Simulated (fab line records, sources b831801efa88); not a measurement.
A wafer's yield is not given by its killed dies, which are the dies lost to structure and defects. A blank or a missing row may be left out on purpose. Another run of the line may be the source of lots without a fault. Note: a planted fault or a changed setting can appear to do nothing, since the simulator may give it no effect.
A single fault, viewed from 2 desks	flow gf180mcu	only its own numbers are on each desk; what lay behind them is given at the end

## TOOL OWNER'S DESK, litho-track-02
At GF_M4_DEHYDRATE_07 (time 60 s), the tool's own readings, given per lot that ran on this tool as the mean of the sampled wafers with a number. The brackets show how far a lot's mean lies from the usual mean; more than 4 standard deviations puts the lot out of limits, marked OUT.
Columns: A = heater-power-total-W at GF_M4_DEHYDRATE_07, usual 160.38 W; B = plate-temp-C at GF_M4_DEHYDRATE_07, usual 199.96 C
lot	first seen here	A	B
L650	day 23 08:00	160.42	200.00
L654	day 24 12:00	160.48	200.08
L655	day 24 19:37	160.40	199.82
L666	day 28 11:52	162.11 (+13) OUT	201.70 (+12) OUT
L667	day 28 19:51	162.07 (+13) OUT	201.55 (+11) OUT
L669	day 29 15:01	162.08 (+13) OUT	201.60 (+12) OUT
This desk's verdict: out of limits on L666, L667, L669, starting with L666 at day 28 11:52 (heater-power-total-W at GF_M4_DEHYDRATE_07). L650, L654, L655 stayed within limits.

## FROM THE METROLOGY DESK
What the gauges read for every lot (on any tool): the sampled wafers with a number, averaged. The brackets show how far a lot's mean lies from the usual mean; more than 4 standard deviations puts the lot out of limits, marked OUT.
Columns: A = M4_OVL at GF_M4_OVL_MEAS_15, usual 0 nm
lot	first seen here	A
L649	day 23 12:37	2
L650	day 23 19:40	3
L653	day 24 22:39	7
L654	day 24 23:27	-6
L655	day 25 07:10	-5
L657	day 26 00:38	-3
L658	day 26 14:40	-2
L659	day 26 17:04	3
L666	day 28 21:47	-2
L667	day 29 05:49	-4
L668	day 29 10:50	5
L669	day 30 01:08	5
L670	day 30 12:29	-4
L672	day 30 17:59	-0
Result from this desk: across the 14 lots, nothing is out of limits.

## PUT TOGETHER
An alarm could have come from the tool owner's desk at day 28 11:52, on L666, L667, L669.
At the metrology desk, nothing out of limits was observed.
The metrology desk has L666, L667, L669 on record, within its limits.
On litho-track-02, each named lot ran GF_M4_DEHYDRATE_07.

## WHAT THE SIMULATOR HAD PUT IN
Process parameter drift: litho-track-02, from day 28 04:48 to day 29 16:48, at GF_M4_DEHYDRATE_07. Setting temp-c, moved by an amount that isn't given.
Lots struck among those shown: L666, L667, L669.
How many hours passed from the start of the fault until each desk's first out-of-limits reading: the tool owner's desk, 7.
